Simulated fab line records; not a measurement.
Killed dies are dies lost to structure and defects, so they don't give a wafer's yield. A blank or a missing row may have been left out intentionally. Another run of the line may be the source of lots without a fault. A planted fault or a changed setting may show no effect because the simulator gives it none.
The tool behind it: which one? | flow sky130 | 36 wafers from 12 lots sampled at 6 of the route's 708 steps

== WHAT THE GAUGES SHOWED, per wafer ==
SKY_NWELL_THK_MEAS_02. Usual: NWELL_OXIDATION_THK typically reads 9.95 nm, with standard deviation 0.17.
lot  | measured    | on            | NWELL_OXIDATION_THK (nm) | flag
L298 | day 2 15:44 | film-metro-04 | 9.93 9.93 10.02          |
L299 | day 2 19:34 | film-metro-02 | 9.74 9.96 9.87           |
L300 | day 3 02:53 | film-metro-04 | 10.16 10.15 9.96         |
L301 | day 3 08:55 | film-metro-02 | 10.01 9.89 9.89          |
L303 | day 3 18:21 | film-metro-04 | 10.06 10.05 10.04        |
L304 | day 3 23:31 | film-metro-02 | 10.06 10.18 10.12        |
L306 | day 4 13:19 | film-metro-01 | 9.70 9.85 9.87           |
L311 | day 5 13:04 | film-metro-02 | 10.00 10.14 9.95         |
L312 | day 5 17:47 | film-metro-02 | 10.14 10.22 9.91         |
L315 | day 6 07:47 | film-metro-04 | 10.05 10.14 10.12        |
L317 | day 6 21:30 | film-metro-04 | 10.23 10.22 10.09        |
L320 | day 7 09:46 | film-metro-02 | 10.09 9.95 9.89          |

SKY_VT_ADJUST_LVTN_TW_MEAS_21. Usual: VT_ADJUST_LVTN_2_TW typically reads 189.2, with standard deviation 1.5.
lot  | measured     | on            | VT_ADJUST_LVTN_2_TW | flag
L298 | day 7 19:25  | film-metro-01 | 188.6 189.4 189.7   |
L299 | day 8 00:31  | film-metro-03 | 187.8 187.2 187.2   |
L300 | day 8 10:10  | film-metro-01 | 188.9 189.0 188.8   |
L301 | day 8 16:28  | film-metro-03 | 187.2 187.3 188.5   |
L303 | day 9 04:49  | film-metro-01 | 189.6 190.2 188.8   |
L304 | day 9 10:28  | film-metro-04 | 192.0 192.3 191.4   |
L306 | day 10 03:33 | film-metro-04 | 191.1 192.2 192.1   |
L311 | day 11 08:01 | film-metro-01 | 189.6 189.5 189.5   |
L312 | day 11 14:34 | film-metro-04 | 191.2 191.2 190.3   |
L315 | day 12 07:55 | film-metro-03 | 188.4 189.0 188.2   |
L317 | day 13 02:37 | film-metro-03 | 188.0 187.2 187.7   |
L320 | day 13 17:14 | film-metro-03 | 188.1 188.6 187.1   |

SKY_VT_ADJUST_PCH_OVL_MEAS_07. Usual: VT_ADJUST_PCH_OVL typically reads 0.4 nm, with standard deviation 1.2.
lot  | measured     | on         | VT_ADJUST_PCH_OVL (nm) | flag
L298 | day 10 08:20 | overlay-01 | 1.1 -0.3 1.1           |
L299 | day 10 13:40 | overlay-01 | 2.0 2.1 1.7            |
L300 | day 10 22:58 | overlay-02 | 0.6 0.0 1.1            |
L301 | day 11 07:25 | overlay-01 | 2.9 2.9 1.9            |
L303 | day 11 20:56 | overlay-02 | 1.1 1.2 0.7            |
L304 | day 12 04:54 | overlay-01 | 0.8 0.1 3.0            |
L306 | day 12 22:16 | overlay-02 | 0.6 0.1 0.7            |
L311 | day 14 07:24 | overlay-02 | -0.9 -0.5 -0.6         |
L312 | day 14 15:00 | overlay-01 | 0.5 -1.1 0.8           |
L315 | day 15 10:29 | overlay-02 | 0.2 -2.6 -0.1          |
L317 | day 16 07:57 | overlay-01 | 0.6 1.2 -1.8           |
L320 | day 17 01:42 | overlay-01 | 0.8 0.2 0.4            |

SKY_LDD_N_TW_MEAS_17. Usual: LDD_N_TW typically reads 2596, with standard deviation 13.
lot  | measured     | on            | LDD_N_TW       | flag
L298 | day 17 11:24 | film-metro-01 | 2619 2610 2615 |
L299 | day 17 16:31 | film-metro-02 | 2601 2600 2610 |
L300 | day 18 09:10 | film-metro-03 | 2598 2599 2598 |
L301 | day 18 18:43 | film-metro-02 | 2613 2603 2606 |
L303 | day 19 09:01 | film-metro-03 | 2510 2502 2507 | OFF
L304 | day 19 22:19 | film-metro-03 | 2502 2499 2509 | OFF
L306 | day 20 17:01 | film-metro-01 | 2524 2527 2536 | OFF
L311 | day 22 04:06 | film-metro-02 | 2583 2590 2603 |
L312 | day 22 14:49 | film-metro-01 | 2607 2612 2593 |
L315 | day 23 16:33 | film-metro-02 | 2606 2601 2606 |
L317 | day 24 17:37 | film-metro-01 | 2603 2594 2603 |
L320 | day 25 10:41 | film-metro-03 | 2593 2592 2589 |

== WHICH TOOL RAN EACH LOT (tool, then ch and the chambers of the sampled wafers, then the start) ==
lot  | SKY_LDD_N_IMPLANT_09            | SKY_LDD_N_STRIP_16
L298 | implanter-01 ch 0, day 17 10:15 | plasma-asher-03 ch 0,1, day 17 11:18
L299 | implanter-03 ch 0, day 17 15:22 | plasma-asher-04 ch 0,1, day 17 16:25
L300 | implanter-01 ch 0, day 18 08:01 | plasma-asher-02 ch 0,1, day 18 09:04
L301 | implanter-01 ch 0, day 18 17:34 | plasma-asher-03 ch 0,1, day 18 18:37
L303 | implanter-03 ch 0, day 19 07:52 | plasma-asher-03 ch 0,1, day 19 08:55
L304 | implanter-03 ch 0, day 19 21:11 | plasma-asher-03 ch 0,1, day 19 22:12
L306 | implanter-03 ch 0, day 20 15:54 | plasma-asher-03 ch 0,1, day 20 16:56
L311 | implanter-02 ch 0, day 22 02:57 | plasma-asher-02 ch 0,1, day 22 04:00
L312 | implanter-02 ch 0, day 22 13:40 | plasma-asher-04 ch 0,1, day 22 14:43
L315 | implanter-02 ch 0, day 23 15:24 | plasma-asher-03 ch 0,1, day 23 16:27
L317 | implanter-03 ch 0, day 24 16:29 | plasma-asher-03 ch 0,1, day 24 17:30
L320 | implanter-03 ch 0, day 25 09:32 | plasma-asher-03 ch 0,1, day 25 10:34
- SKY_LDD_N_IMPLANT_09
- SKY_LDD_N_STRIP_16: strips in O2/N2.

== AS READ BY THE TOOLS THEMSELVES (means over the sampled wafers that have a number; for cases with no such wafer, the mark the record gives instead) ==
SKY_LDD_N_IMPLANT_09. Usual: dose-ions-cm2 7.502e+13, standard deviation 8.8e+10; faraday-current-uA 422, standard deviation 8.5.
lot  | tool         | dose-ions-cm2 | faraday-current-uA | flag
L298 | implanter-01 | 7.496e+13     | 419                |
L299 | implanter-03 | 7.508e+13     | 417                |
L300 | implanter-01 | 7.502e+13     | 425                |
L301 | implanter-01 | 7.505e+13     | 424                |
L303 | implanter-03 | 3.228e+13     | 183                | OFF
L304 | implanter-03 | 3.230e+13     | 181                | OFF
L306 | implanter-03 | 3.241e+13     | 183                | OFF
L311 | implanter-02 | 7.489e+13     | 420                |
L312 | implanter-02 | 7.500e+13     | 422                |
L315 | implanter-02 | 7.492e+13     | 428                |
L317 | implanter-03 | 7.504e+13     | 419                |
L320 | implanter-03 | 7.500e+13     | 417                |

SKY_LDD_N_STRIP_16. Usual: drypump-motor-current-A 5.72 A, standard deviation 0.28; oes-product-au 0.407 a.u., standard deviation 0.0043; strip-time-to-endpoint-s 4.313 s, standard deviation 0.014.
lot  | tool            | drypump-motor-current-A (A) | oes-product-au (a.u.) | strip-time-to-endpoint-s (s) | flag
L298 | plasma-asher-03 | 5.73                        | 0.408                 | 4.313                        |
L299 | plasma-asher-04 | 5.47                        | 0.409                 | 4.306                        |
L300 | plasma-asher-02 | 5.90                        | 0.408                 | 4.319                        |
L301 | plasma-asher-03 | 5.73                        | 0.405                 | 4.310                        |
L303 | plasma-asher-03 | 5.73                        | 0.404                 | 4.206                        | OFF
L304 | plasma-asher-03 | 5.75                        | 0.408                 | 4.187                        | OFF
L306 | plasma-asher-03 | 5.74                        | 0.408                 | 4.188                        | OFF
L311 | plasma-asher-02 | 5.67                        | 0.407                 | 4.334                        |
L312 | plasma-asher-04 | 5.81                        | 0.405                 | 4.311                        |
L315 | plasma-asher-03 | 5.74                        | 0.403                 | 4.307                        |
L317 | plasma-asher-03 | 5.74                        | 0.405                 | 4.312                        |
L320 | plasma-asher-03 | 5.73                        | 0.410                 | 4.301                        |

== THE ANSWER, worked out from the rows above alone ==
Rule: take the mean of a lot's wafers that have a number; if it is more than 3 standard deviations from the usual mean, the lot is off. Also off: a lot with no number at a reading for which 4 or more lots have one. Any other lot the step has rows for is counted as sound. After the gauges, taken in route order, come the tools' own readings; for these a lot's mean is taken, as printed above. The first step at which some lot is off is used, and at that step the reading that is off furthest; a lot without a number counts as furthest.
Off: at SKY_LDD_N_TW_MEAS_17 (LDD_N_TW), L303, L304, L306.
If a tool, at a process step before that reading, ran all the lots that are off and no sound lot after the first of them, it fits. Not tried: the gauges at SKY_LDD_N_TW_MEAS_17; whatever is off there is also off at SKY_LDD_N_IMPLANT_09, on other tools, and gauge error can't account for it. No candidate that was tried fits.

== WHAT THE SIMULATOR HAD INSERTED ==
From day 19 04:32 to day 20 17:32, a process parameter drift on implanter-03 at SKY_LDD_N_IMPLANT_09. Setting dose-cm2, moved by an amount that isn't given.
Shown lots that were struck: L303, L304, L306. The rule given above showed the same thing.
